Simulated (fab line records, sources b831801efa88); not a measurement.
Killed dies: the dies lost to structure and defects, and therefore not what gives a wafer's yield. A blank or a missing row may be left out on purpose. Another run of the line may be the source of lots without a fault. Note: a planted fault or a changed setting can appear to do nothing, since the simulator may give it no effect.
Problem report in the 8D (eight disciplines) form, filled by code -- flow sky130 -- the parts of the form that need people (team, actions taken, sign-off) are left out

== 1. WHAT WENT WRONG ==
POLY_GATE_TW at SKY_RES_PROTECT_TW_MEAS_08 reads a mean of 3494 on 6 wafers of 2 lots; wafers without a fault read 4018 with a standard deviation of 26. Measured from the usual mean, that is -20 standard deviations.
The first sign was on wafer L562.1 at day 20 01:54, on filmMetro-02. At this step, 33 wafers from 11 lots have a number in the record. By rule, "out" or "out of limits" means more than 4 standard deviations away from the usual mean. The other wafers with a number count as sound.

== 2. WHAT THIS IS AND IS NOT ==
question,is,is not
which readings at this step,POLY_GATE_TW,-
which lots,"L562, L563","L550, L553, L558, L564, L568, L569, L570, L571, L572"
which wafers of those lots,all that have a number,-
read on which gauges,"filmMetro-02, filmMetro-04",filmMetro-01
when,from day 20 01:54,"up to then (9 sound wafers); but 18 sound wafers of L564, L568, L569, L570, L571, L572 came after"

== 3. THE SUSPECTS, EACH WITH WHAT RULES IT OUT ==
Counting: a tool at a process step up to the reading stays a suspect if it ran every lot that is out and no sound lot after the first of them.
- the gauge at SKY_RES_PROTECT_TW_MEAS_08 is ruled out. The wafers that are out were read on 2 gauges (filmMetro-02, filmMetro-04).
- implanter-04 at SKY_POLY_GATE_IMPLANT_02: ruled out as a lasting fault. Sound lots L572 ran on it after its first lot that is out, L562 (day 20 01:39).
Left after counting: nothing in the record.

== 4. THE CAUSE (what the simulator had put in) ==
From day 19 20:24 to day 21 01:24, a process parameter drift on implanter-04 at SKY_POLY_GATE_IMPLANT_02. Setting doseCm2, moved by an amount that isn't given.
The count ruled it out by mistake, since the rule takes a fault to strike every lot its tool runs from the start of the fault on, and this one did not do so.

== 5. SEQUENCE OF EFFECTS, ordered by route ==
Each row: a reading where the mean over the struck wafers with a number is more than 3 standard deviations away from the usual. Only readings for which the record gives a usual standard deviation are gone through. hours: the time from each lot's start at the first step in this table that gives one to its start at this step, as a median over the lots. sigmas: the change in usual standard deviations.
hours,step,reading,usual,on struck wafers,change,sigmas
0,SKY_POLY_GATE_IMPLANT_02,beamOnS,36.5 s,10.1,-26.4,-9.4
0,SKY_POLY_GATE_IMPLANT_02,doseIonsCm2,7.699e+15,2.083e+15,-5.616e+15,-99 or more
0,SKY_POLY_GATE_IMPLANT_02,endStationPressureTorr,1.06e-05 Torr,1.47e-05,+4.08e-06,+4.5
0,SKY_RES_PROTECT_STRIP_07,oesProductAu,0.518 a.u.,0.596,+0.078,+19
0,SKY_RES_PROTECT_STRIP_07,stripTimeToEndpointS,23.30 s,18.34,-4.96,-99 or more
0,SKY_RES_PROTECT_TW_MEAS_08,POLY_GATE_TW,4018,3494,-524,-20
Here are the process steps it includes:
- SKY_POLY_GATE_IMPLANT_02
- SKY_RES_PROTECT_STRIP_07: strips in O2/N2.
Later measuring or inspecting steps at which every struck wafer that the step has a row for has a number for every such reading, and none has moved that far: SKY_VIA1_THK_MEAS_23.

== 6. WHAT WOULD HAVE CAUGHT IT SOONER ==
The first out-of-limits reading at a measuring or inspecting step in this record came at day 20 01:54, 6 hours after the fault's start at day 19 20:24.
At SKY_POLY_GATE_IMPLANT_02, the tool's own readings (beamOnS, doseIonsCm2) were out on each struck wafer the step has a row for, so an alarm limit on them would have fired on the first such wafer.
